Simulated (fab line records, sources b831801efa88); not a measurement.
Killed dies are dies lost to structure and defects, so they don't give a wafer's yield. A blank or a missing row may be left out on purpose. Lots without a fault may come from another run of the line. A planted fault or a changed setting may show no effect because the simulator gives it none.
A struck lot beside a sound one | flow gf180mcu | 44 steps out of a route of 602
Sound: wafers L308.2, L308.3, L308.4. Struck: wafer L314.2. (L314.3, L314.6 of the same lot were not struck and are left out.) The cause comes at the end.
At each step with rows: each side's tool, then ch and its chambers, then its first start. Under that, the readings that differ: sound wafers | struck wafers | difference of the means | sigmas: that difference in standard deviations of wafers without a fault.
alike: readings whose means differ by less than 2 such deviations, and words and numbers that are the same on both sides. not compared: withheld readings, readings that some wafer has no value for, bounds like >300 that may hide the same value, and numbers for which the record gives no deviation and whose values overlap.
The two part at a step that has a row with sigmas, a row that says differs or no value, or rows on one side only. Numbers that don't overlap but have no deviation are shown without sigmas and don't part them. A reading that every wafer of one side lacks parts them only if that side has two wafers or more.

first, 3 steps without rows for these wafers: GF_V3_STRIP_19 (strips in post etch residue remover, time 1200 s); GF_V3_CLEAN_20 (cleans in DIW); GF_V3_SPUTTER_21 (material Ti, target thk 15 nm, time 80.02 s).
GF_V3_SPUTTER_22: material TiN, target thk 10 nm, time 40 s.
  sound on pvd_sputter-04, day 26 08:33; struck on pvd_sputter-03, day 28 08:38
  alike: throttle_valve_pct
GF_V3_CVD_23: deposits W, target thk 350 nm, time 104.9 s.
  sound on cvd_w-02 ch 0,1, day 26 08:35; struck on cvd_w-02 ch 1, day 28 08:41
  alike: heater_power_w
GF_V3_RS_MEAS_24: measures by four-point-probe.
  sound on film_metro-03, day 26 08:43; struck on film_metro-04, day 28 08:49
  alike: V3_W_RS
GF_V3_THK_MEAS_25: measures by xrf.
  sound on film_metro-03, day 26 08:50; struck on film_metro-04, day 28 08:55
  alike: V3_W_THK
then, 2 steps without rows for these wafers: GF_V3_CMP_26 (polishes, stops on SiO2, t overpolish 15 s, target thk 0 nm); GF_M4_SPUTTER_00 (material Ti, target thk 37.5 nm, time 150 s).
GF_M4_SPUTTER_01: material TiN, target thk 30 nm, time 25 s.
  sound on pvd_sputter-02, day 26 09:17; struck on pvd_sputter-02, day 28 09:22
  alike: throttle_valve_pct
GF_M4_SPUTTER_02: material AlCu, target thk 450 nm, time 23.9 s.
  sound on pvd_sputter-02, day 26 09:19; struck on pvd_sputter-02, day 28 09:24
  alike: throttle_valve_pct
then, 1 step without rows for these wafers: GF_M4_SPUTTER_03 (material Ti, target thk 10 nm, time 6.7 s).
GF_M4_SPUTTER_04: material TiN, target thk 50 nm, time 41.7 s.
  sound on pvd_sputter-02, day 26 09:22; struck on pvd_sputter-02, day 28 09:27
  reading                                | sound             | struck | difference | sigmas
  model.TiN_of_M4_SPUTTER_04.thk_nm (nm) | 50.81 50.33 50.87 | 45.63  | -5.04      |
  alike: throttle_valve_pct
GF_M4_RS_MEAS_05: measures by four-point-probe.
  sound on film_metro-03, day 26 09:25; struck on film_metro-03, day 28 09:31
  alike: M4_ALCU_RS
GF_M4_THK_MEAS_06: measures by xrf.
  sound on film_metro-03, day 26 09:32; struck on film_metro-03, day 28 09:37
  reading          | sound       | struck | difference | sigmas
  M4_ALCU_THK (nm) | 440 444 443 | 456    | +14        | +3
then, 7 steps without rows for these wafers: GF_M4_DEHYDRATE_07 (time 60 s); GF_M4_HMDS_08 (prime time 60 s); GF_M4_COAT_09 (resist thk 1000 nm); GF_M4_SOFTBAKE_10 (time 60 s); GF_M4_EXPOSE_11 (exposes mask Metal4, target cd 280 nm); GF_M4_PEB_12 (peb time 90 s); GF_M4_DEVELOP_13 (develop time 60 s).
GF_M4_CD_MEAS_14: target cd 280 nm.
  sound on cd_sem-01, day 27 05:47; struck on cd_sem-01, day 29 04:39
  alike: cd_nm
GF_M4_OVL_MEAS_15:
  sound on overlay-01, day 27 05:53; struck on overlay-02, day 29 04:45
  alike: M4_OVL
then, 5 steps without rows for these wafers: GF_M4_METAL_ETCH_16 (etches the open film in Cl2/BCl3, stops on SiO2, target depth 750.8 nm, time 125.1 s); GF_M4_STRIP_17 (strips in O2/N2); GF_M4_STRIP_18 (strips in post etch residue remover, time 1200 s); GF_M4_CLEAN_19 (cleans in DIW); GF_V4_CVD_00 (deposits SiO2, target thk 600 nm, time 100 s).
GF_V4_THK_MEAS_01:
  sound on film_metro-03, day 27 06:42; struck on film_metro-04, day 29 05:52
  alike: V4_CVD_00_THK
GF_V4_CVD_02: deposits SiO2 from TEOS, target thk 850 nm, time 94.851 s.
  sound on pecvd-04 ch 0,2, day 27 06:45; struck on pecvd-02 ch 2, day 29 05:57
  alike: heater_power_w
GF_V4_THK_MEAS_03:
  sound on film_metro-04, day 27 06:50; struck on film_metro-01, day 29 06:08
  alike: V4_CVD_02_THK
then, 1 step without rows for these wafers: GF_V4_CMP_04 (polishes SiO2).
GF_V4_BOW_MEAS_05:
  sound on film_metro-01, day 27 07:12; struck on film_metro-01, day 29 06:31
  alike: V4_BOW
then, 8 steps without rows for these wafers: GF_V4_DEHYDRATE_06 (time 60 s); GF_V4_HMDS_07 (prime time 60 s); GF_V4_COAT_08; GF_V4_COAT_09 (resist thk 1000 nm); GF_V4_SOFTBAKE_10 (time 60 s); GF_V4_EXPOSE_11 (exposes mask Via4, target cd 260 nm); GF_V4_PEB_12 (peb time 90 s); GF_V4_DEVELOP_13 (develop time 60 s).
GF_V4_STRIP_19: strips in post etch residue remover, time 1200 s.
  sound on wet_bench-04 ch 0, day 28 03:13; struck on wet_bench-04 ch 3, day 30 01:41
  reading                                | sound             | struck | difference | sigmas
  model.TiN_of_M4_SPUTTER_04.thk_nm (nm) | 49.97 49.49 50.02 | 44.79  | -5.04      |
  alike: temp_c
-- the record jumps here: 4 days lie between the struck wafers' starts before and after (it left off in module V4 and takes up again in module PASSIVATION, whose first step shown is number 602 of the route) --
GF_PASSIVATION_PROBE_99:
  the record has rows for the struck wafers here (prober-02, day 33 22:58) and none for the sound ones

WHERE THEY PART
First at GF_M4_THK_MEAS_06; last, within this record, at GF_PASSIVATION_PROBE_99.

WHY: what the simulator had put in
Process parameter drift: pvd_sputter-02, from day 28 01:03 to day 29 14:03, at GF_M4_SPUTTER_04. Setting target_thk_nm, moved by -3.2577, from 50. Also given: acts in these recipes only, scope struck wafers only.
